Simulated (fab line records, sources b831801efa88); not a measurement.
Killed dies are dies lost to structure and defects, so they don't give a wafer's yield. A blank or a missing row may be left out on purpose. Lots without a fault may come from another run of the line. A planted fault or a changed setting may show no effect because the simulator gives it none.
One fault seen from 2 desks | flow gf180mcu | each desk has only its own numbers; what lay behind them comes last

THE METROLOGY DESK
What the gauges read, lot by lot, whatever tool the lot ran on: means of the sampled wafers that have a number. A lot is out of limits, marked OUT, if its mean lies more than 4 standard deviations from the usual mean; the brackets give that distance.
Columns: A = V1_OVL at GF_V1_OVL_MEAS_15, usual 2 nm
lot  | first seen here | A
L203 | day 18 03:24    | -8
L204 | day 18 07:45    | -6
L205 | day 18 13:49    | -0
L206 | day 19 06:16    | -0
L207 | day 19 18:42    | 0
L208 | day 20 01:53    | 8
L209 | day 20 07:20    | 5
L210 | day 21 06:05    | 2
L215 | day 22 17:11    | -1
L216 | day 23 00:58    | 7
L220 | day 24 08:41    | 2
L225 | day 26 00:22    | -3
L226 | day 26 05:38    | -2
This desk's finding: nothing out of limits on any of the 13 lots.

THE TOOL OWNER'S DESK: wet_bench-01
The tool's own readings at GF_STI_WET_ETCH_27 (etches Si3N4 in H3PO4, target depth 160 nm, time 1825 s): means of the sampled wafers that have a number, for each lot that ran on this tool. A lot is out of limits, marked OUT, if its mean lies more than 4 standard deviations from the usual mean; the brackets give that distance.
Columns: A = run_length_s at GF_STI_WET_ETCH_27, usual 1854 s
lot  | first seen here | A
L204 | day 2 09:23     | 1850
L207 | day 3 02:20     | 1852
L210 | day 3 19:26     | 1851
L216 | day 4 23:15     | 1724 (-36) OUT
This desk's finding: out of limits on L216; first on L216, day 4 23:15 (run_length_s at GF_STI_WET_ETCH_27). In limits: L204, L207, L210.

PUT TOGETHER
The tool owner's desk could have raised an alarm at day 4 23:15, on L216.
The metrology desk saw nothing out of limits.
The metrology desk has L216 on record, within its limits.
Of the lots named, all ran GF_STI_WET_ETCH_27 on wet_bench-01.

WHAT THE SIMULATOR HAD PUT IN
Process parameter drift: wet_bench-01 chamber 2, from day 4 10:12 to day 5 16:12, at GF_STI_WET_ETCH_27. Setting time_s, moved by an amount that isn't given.
Lots struck among those shown: L216.
Hours from the fault's start to each desk's first reading out of limits: the tool owner's desk, 13.
